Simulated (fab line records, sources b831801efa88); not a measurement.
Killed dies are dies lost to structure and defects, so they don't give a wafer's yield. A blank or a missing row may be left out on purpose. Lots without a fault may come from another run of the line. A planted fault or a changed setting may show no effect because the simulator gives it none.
Problem report in the 8D (eight disciplines) form, filled by code | flow sky130 | the parts of the form that need people (team, actions taken, sign-off) are left out

1. THE PROBLEM
oes_product_au at SKY_VIA3_ETCH_14 reads a mean of 0.915 a.u. on 6 wafers of 2 lots; wafers without a fault read 0.855 a.u. with a standard deviation of 0.0045. That is +13 standard deviations from the usual mean.
The step: etches BARC in N2/H2, stops on SiO2, time 45.9 s, target depth 60 nm.
First seen on wafer L488.1, day 44 06:25, on rie_diel-02. The record holds 18 wafers of 6 lots with a number at this step. Rule for "out", or "out of limits": more than 4 standard deviations from the usual mean. The other wafers with a number count as sound.

2. WHAT IT IS AND WHAT IT IS NOT
question                    | is                           | is not
which readings at this step | oes_product_au, run_length_s | drypump_motor_current_A, throttle_valve_pct
which lots                  | L488, L490                   | L472, L474, L479, L489
which wafers of those lots  | all that have a number       | -
read on which tools         | rie_diel-02                  | rie_diel-03
when                        | from day 44 06:25            | up to then (9 sound wafers); but 3 sound wafers of L489 came after

3. SUSPECTS, AND WHAT RULES EACH OUT
Counting: a tool at a process step up to the reading stays a suspect if it ran every lot that is out and no sound lot after the first of them.
- cmp-02 at SKY_VIA3_CMP_02 (polishes SiO2): kept. It ran every lot that is out, first L488 (day 43 08:01), and no sound lot after that; its last sound lot up to then is L474 (day 38 15:22).
- rie_diel-02 at SKY_VIA3_ETCH_14 (etches BARC in N2/H2, stops on SiO2, time 45.9 s, target depth 60 nm): kept. It ran every lot that is out, first L488 (day 44 06:25), and no sound lot after that; its last sound lot up to then is L472 (day 39 13:41). Its own readings are out on those wafers: oes_product_au, run_length_s.
Left after counting: cmp-02 at SKY_VIA3_CMP_02, rie_diel-02 at SKY_VIA3_ETCH_14.

4. THE CAUSE (what the simulator had put in)
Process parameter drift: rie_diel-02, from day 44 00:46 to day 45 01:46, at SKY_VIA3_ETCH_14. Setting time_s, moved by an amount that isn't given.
Counting left 2 suspects, and this tool is among them.

5. THE CHAIN OF EFFECTS, in route order
Each row: a reading whose mean over the struck wafers that have a number lies more than 3 standard deviations from the usual. Only readings for which the record gives a usual standard deviation are gone through. hours: the time from each lot's start at the first step in this table that gives one to its start at this step, as a median over the lots. sigmas: the change in usual standard deviations.
hours | step             | reading        | usual      | on struck wafers | change | sigmas
0     | SKY_VIA3_ETCH_14 | oes_product_au | 0.855 a.u. | 0.915            | +0.060 | +13
0     | SKY_VIA3_ETCH_14 | run_length_s   | 74.3 s     | 71.4             | -2.9   | -5.6
The process steps in it:
- SKY_VIA3_ETCH_14: etches BARC in N2/H2, stops on SiO2, time 45.9 s, target depth 60 nm.

6. WHAT WOULD HAVE CAUGHT IT SOONER
In this record the first reading out of limits was taken at day 44 06:25, 6 hours after the fault began at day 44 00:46.
